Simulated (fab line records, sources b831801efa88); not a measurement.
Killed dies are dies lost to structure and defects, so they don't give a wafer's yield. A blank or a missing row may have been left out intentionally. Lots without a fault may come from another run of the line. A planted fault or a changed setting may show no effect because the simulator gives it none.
Struck lot and sound lot, side by side || flow sky130 || 14 out of 708 route steps
Sound: the wafers L904.1, L904.2, L904.3. Wafers L919.2, L919.5, L919.6 were the ones struck. At the end, the cause is stated.
Per side, at each step with rows, come the tool, then ch with its chambers, and then its first start. Under that, the readings that differ: sound wafers || struck wafers || difference of the means || sigmas: that difference in standard deviations of wafers without a fault.
alike: readings with means less than 2 such deviations apart, plus words and numbers identical on both sides. not compared: withheld readings, readings lacking a value on some wafer, bounds such as >300 that could conceal the same value, and numbers that have no deviation in the record and whose values overlap.
The two part at a step that has a row with sigmas, a row that says differs or no value, or rows on one side only. Numbers that don't overlap but have no deviation are shown without sigmas and don't part them. A reading that every wafer of one side lacks parts them only if that side has two wafers or more.

SKY_NWELL_RS_MEAS_29: uses a four-point probe to measure.
  struck on film_metro-02, day 11 00:46; sound on film_metro-01, day 7 04:24
  alike: NWELL_RS
SKY_NWELL_RS_MEAS_31: uses a four-point probe to measure.
  struck on film_metro-02, day 11 01:01; sound on film_metro-01, day 7 04:38
  alike: PWDE_RS
then, 7 steps without rows for these wafers: SKY_VT_ADJUST_HVTP_DEHYDRATE_00 (time 60 s); SKY_VT_ADJUST_HVTP_HMDS_01 (prime time 60 s); SKY_VT_ADJUST_HVTP_COAT_02 (resist thk 1140 nm); SKY_VT_ADJUST_HVTP_SOFTBAKE_03 (time 60 s); SKY_VT_ADJUST_HVTP_EXPOSE_04 (exposes mask HVTPM, target cd 380 nm); SKY_VT_ADJUST_HVTP_PEB_05; SKY_VT_ADJUST_HVTP_DEVELOP_06 (develop time 60 s).
SKY_VT_ADJUST_HVTP_CD_MEAS_07 targets a cd of 380 nm.
  struck on cd_sem-01, day 12 02:01; sound on cd_sem-01, day 8 01:02
  alike: cd_nm
SKY_VT_ADJUST_HVTP_OVL_MEAS_08:
  struck on overlay-02, day 12 02:07; sound on overlay-02, day 8 01:10
  alike: VT_ADJUST_HVTP_OVL
SKY_VT_ADJUST_HVTP_IMPLANT_09:
  sound on implanter-04 ch 0, day 8 01:12; struck on implanter-03 ch 0, day 12 02:10
{"reading": "dose_ions_cm2", "sound": "4.301e+12 4.299e+12 4.301e+12", "struck": "4.746e+12 4.738e+12 4.742e+12", "difference": "+4.417e+11", "sigmas": "+98"}
{"reading": "faraday_current_uA", "sound": "24.1 24.4 23.9", "struck": "27.8 26.7 26.5", "difference": "+2.9", "sigmas": "+6"}
  alike: end_station_pressure_torr
SKY_VT_ADJUST_HVTP_STRIP_10: strips in O2/N2.
  sound on plasma_asher-01 ch 0,1, day 8 01:21; struck on plasma_asher-04 ch 0,1, day 12 02:18
  alike: drypump_motor_current_A, oes_product_au, strip_time_to_endpoint_s
  not compared: rf_hours_counter_h
-- record jumps: 39 days separate the struck wafers' starts on either side; left off in module VT_ADJUST_HVTP, taken up again in module PAD_OPEN, whose first shown step is the route's number 708 --
SKY_PAD_OPEN_PROBE_99:
  struck on prober-01, day 50 22:34; sound on prober-02, day 48 00:55
{"reading": "model.etest.tip_p.rs_ohm_sq", "sound": "6899 6991 6948", "struck": "7032 7042 7033", "difference": "+90", "sigmas": ""}
{"reading": "model.etest.pfet_01v8.r_on_ohm_um", "sound": "2902 2878 2798", "struck": "2969 3087 3058", "difference": "+179", "sigmas": ""}
{"reading": "model.etest.pfet_01v8.drive_ua_um", "sound": "193.2 195.2 203.1", "struck": "183.5 174.7 176.7", "difference": -18.9, "sigmas": ""}
{"reading": "model.etest.pfet_01v8_mvt.drive_ua_um", "sound": "152.5 152.3 155.3", "struck": "145.7 139.2 142.2", "difference": -11.0, "sigmas": ""}
{"reading": "model.etest.pfet_01v8_hvt.drive_ua_um", "sound": "143.2 145.2 151", "struck": "138.2 129.7 131.4", "difference": -13.4, "sigmas": ""}
{"reading": "model.etest.pfet_01v8_mvt.off_log10_a_um", "sound": "-10.71 -10.71 -10.71", "struck": "-11.43 -11.38 -11.45", "difference": -0.71, "sigmas": ""}
{"reading": "model.etest.pfet_01v8.off_log10_a_um", "sound": "-9.663 -9.644 -9.241", "struck": "-10.44 -10.8 -10.96", "difference": -1.22, "sigmas": ""}
{"reading": "model.etest.sram_pfet_latch.off_log10_a_um", "sound": "-13.02 -12.68 -12.49", "struck": "-13.13 -13.21 -13.23", "difference": -0.46, "sigmas": ""}
  alike: killed_at_M0_to_M3, killed_at_M4_up, killed_at_contacts, killed_at_front_end, killed_at_other, killed_dies, killed_open, killed_short

WHERE THEY PART
SKY_VT_ADJUST_HVTP_IMPLANT_09 only, going by this record. Later steps at which nothing parts them and some readings are alike: SKY_VT_ADJUST_HVTP_STRIP_10, SKY_PAD_OPEN_PROBE_99.

WHY: the cause the simulator had injected
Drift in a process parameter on implanter-03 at SKY_VT_ADJUST_HVTP_IMPLANT_09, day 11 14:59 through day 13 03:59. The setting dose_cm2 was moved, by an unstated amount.
